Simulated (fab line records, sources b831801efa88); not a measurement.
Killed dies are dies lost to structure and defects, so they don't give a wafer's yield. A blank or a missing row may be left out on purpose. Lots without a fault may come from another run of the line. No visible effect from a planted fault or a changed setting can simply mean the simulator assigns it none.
What tool caused it? -- flow gf180mcu -- 13 lots with 39 wafers sampled at 2 steps, on a route of 602 steps

## WHAT THE GAUGES SHOWED, per wafer
GF_VT_IMPLANT_RS_MEAS_49: measures by four-point-probe. Usual: MVPSD_RS gives 1166 ohm/sq (standard deviation 3.2).
lot,measured,on,MVPSD_RS (ohm/sq),flag
L202,day 7 15:25,film_metro-04,1166 1170 1169,
L203,day 7 20:55,film_metro-01,1164 1168 1169,
L204,day 8 01:55,film_metro-01,1166 1171 1168,
L209,day 9 13:50,film_metro-02,1168 1169 1171,
L210,day 9 18:22,film_metro-02,1162 1158 1160,
L211,day 10 01:02,film_metro-02,1163 1163 1163,
L212,day 10 09:22,film_metro-01,1165 1167 1166,
L214,day 10 22:26,film_metro-02,1169 1167 1167,
L215,day 11 06:14,film_metro-02,1162 1165 1164,
L220,day 12 16:38,film_metro-04,1194 1191 1193,OFF
L221,day 12 22:14,film_metro-02,1186 1191 1190,OFF
L224,day 13 19:49,film_metro-02,1162 1170 1165,
L225,day 14 03:31,film_metro-01,1170 1170 1169,

## WHICH TOOL RAN EACH LOT (tool, then ch and the chambers of the sampled wafers, then the start)
lot,GF_MVPSD_IMPLANT_08
L202,"implanter-03 ch 0, day 5 02:41"
L203,"implanter-03 ch 0, day 5 06:53"
L204,"implanter-02 ch 0, day 5 12:02"
L209,"implanter-04 ch 0, day 6 18:58"
L210,"implanter-04 ch 0, day 6 23:15"
L211,"implanter-04 ch 0, day 7 05:49"
L212,"implanter-02 ch 0, day 7 12:53"
L214,"implanter-02 ch 0, day 8 00:28"
L215,"implanter-03 ch 0, day 8 06:40"
L220,"implanter-03 ch 0, day 9 13:14"
L221,"implanter-03 ch 0, day 9 17:56"
L224,"implanter-02 ch 0, day 10 12:53"
L225,"implanter-04 ch 0, day 10 18:11"
- GF_MVPSD_IMPLANT_08

## WHAT THE TOOLS THEMSELVES READ (means of the sampled wafers that have a number; where no wafer has one, the mark that the record gives instead)
GF_MVPSD_IMPLANT_08. Usual: beam_energy_keV reads 170.01 (standard deviation 0.057).
lot,tool,beam_energy_keV,flag
L202,implanter-03,170.06,
L203,implanter-03,170.01,
L204,implanter-02,170.06,
L209,implanter-04,170.09,
L210,implanter-04,169.97,
L211,implanter-04,169.98,
L212,implanter-02,170.08,
L214,implanter-02,170.05,
L215,implanter-03,170.01,
L220,implanter-03,153.04,OFF
L221,implanter-03,153.13,OFF
L224,implanter-02,170.00,
L225,implanter-04,169.98,

## THE ANSWER, worked out from the rows above alone
Rule: lot off if the mean of its wafers having a number is beyond 3 standard deviations from the usual mean. Also off: a lot with no number at a reading for which 4 or more lots have one. Where the step has rows for the other lots, those lots are counted as sound. After the gauges, taken in route order, come the tools' own readings; for these a lot's mean is taken, as printed above. The first step at which some lot is off is used, and at that step the reading that is off furthest; a lot without a number counts as furthest.
Off: at GF_VT_IMPLANT_RS_MEAS_49 (MVPSD_RS), L220, L221.
A tool fits if, at a process step before that reading, it ran every lot that is off, and no sound lot after the first of them. Not tried: the gauges at GF_VT_IMPLANT_RS_MEAS_49; whatever is off there is also off at GF_MVPSD_IMPLANT_08, on other tools, and gauge error can't account for it. One fits: GF_MVPSD_IMPLANT_08 on implanter-03. Its last sound lot is L215 (day 8 06:40), its first lot that is off L220 (day 9 13:14): a fault that began between those two fits.
The tool's own readings at GF_MVPSD_IMPLANT_08 bear it out: on the lots that are off they differ by more than 5 times the standard deviation of the sound lots' means. beam_energy_keV reads 153.08 there against 170.03 on the sound lots.

## WHAT THE SIMULATOR HAD PUT IN
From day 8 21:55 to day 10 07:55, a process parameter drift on implanter-03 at GF_MVPSD_IMPLANT_08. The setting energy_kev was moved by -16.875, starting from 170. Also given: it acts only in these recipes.
Lots struck among those shown: L220, L221. This agrees with what the rule above found.
